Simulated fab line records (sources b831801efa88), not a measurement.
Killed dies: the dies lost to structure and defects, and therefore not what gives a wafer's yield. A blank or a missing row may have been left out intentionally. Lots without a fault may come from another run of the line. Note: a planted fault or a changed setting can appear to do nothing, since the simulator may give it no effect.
A single fault, viewed from 2 desks :: flow gf180mcu :: each desk has only its own numbers; what lay behind them comes last

== FOR THE TOOL OWNER'S DESK: cvd_w-01 ==
The tool's own readings at GF_V4_CVD_23 (deposits W, target thk 350 nm, time 104.9 s): means of the sampled wafers that have a number, for each lot that ran on this tool. Marked OUT: a lot whose mean sits more than 4 standard deviations from the usual mean, which makes it out of limits; the brackets give that distance.
Columns: A = chamber_pressure_Torr at GF_V4_CVD_23, usual 40.00 Torr; B = heater_power_outer_w at GF_V4_CVD_23, usual 554 W; C = heater_power_w at GF_V4_CVD_23, usual 933 W
lot: L936
first seen here: day 24 10:05
A: 39.96
B: 428
C: 729

lot: L951
first seen here: day 29 01:59
A: 40.02
B: 420
C: 722

lot: L952
first seen here: day 29 06:20
A: 67.64 (+99 or more) OUT
B: 438
C: 724

lot: L954
first seen here: day 30 01:07
A: 67.66 (+99 or more) OUT
B: 431
C: 724
This desk's finding: out of limits on L952, L954; first on L952, day 29 06:20 (chamber_pressure_Torr at GF_V4_CVD_23). In limits: L936, L951.

== THE METROLOGY DESK ==
What the gauges read, lot by lot, whatever tool the lot ran on: means of the sampled wafers that have a number. Marked OUT: a lot whose mean sits more than 4 standard deviations from the usual mean, which makes it out of limits; the brackets give that distance.
Columns: A = V4_W_RS at GF_V4_RS_MEAS_24, usual 0.333 ohm/sq; B = V4_W_THK at GF_V4_THK_MEAS_25, usual 343 nm
lot: L936
first seen here: day 24 10:13
A: 0.330
B: 341

lot: L937
first seen here: day 25 02:58
A: 0.328
B: 346

lot: L940
first seen here: day 25 20:31
A: 0.334
B: 340

lot: L941
first seen here: day 26 05:37
A: 0.329
B: 354

lot: L943
first seen here: day 27 04:07
A: 0.334
B: 338

lot: L945
first seen here: day 27 11:28
A: 0.331
B: 349

lot: L944
first seen here: day 27 13:58
A: 0.333
B: 344

lot: L951
first seen here: day 29 02:07
A: 0.333
B: 340

lot: L952
first seen here: day 29 06:27
A: 0.257 (-19) OUT
B: 438 (+19) OUT

lot: L954
first seen here: day 30 01:13
A: 0.258 (-19) OUT
B: 436 (+19) OUT

lot: L958
first seen here: day 30 23:23
A: 0.325
B: 348
This desk reports L952, L954 out of limits; the earliest was L952 at day 29 06:27 (V4_W_RS at GF_V4_RS_MEAS_24). In limits: L936, L937, L940, L941, L943, L945, L944, L951, L958.

== TAKEN TOGETHER ==
The tool owner's desk could have raised an alarm at day 29 06:20, on L952, L954.
L952, L954 would have let the metrology desk raise an alarm at day 29 06:27.
All the named lots went through GF_V4_CVD_23 on cvd_w-01.

== WHAT HAD BEEN PUT IN BY THE SIMULATOR ==
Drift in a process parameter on cvd_w-01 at GF_V4_CVD_23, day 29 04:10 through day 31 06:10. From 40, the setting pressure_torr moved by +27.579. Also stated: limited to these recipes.
Struck lots among those shown: L952, L954.
Counting hours from when the fault started, the first reading out of limits came at 2 for the tool owner's desk and at 2 for the metrology desk.
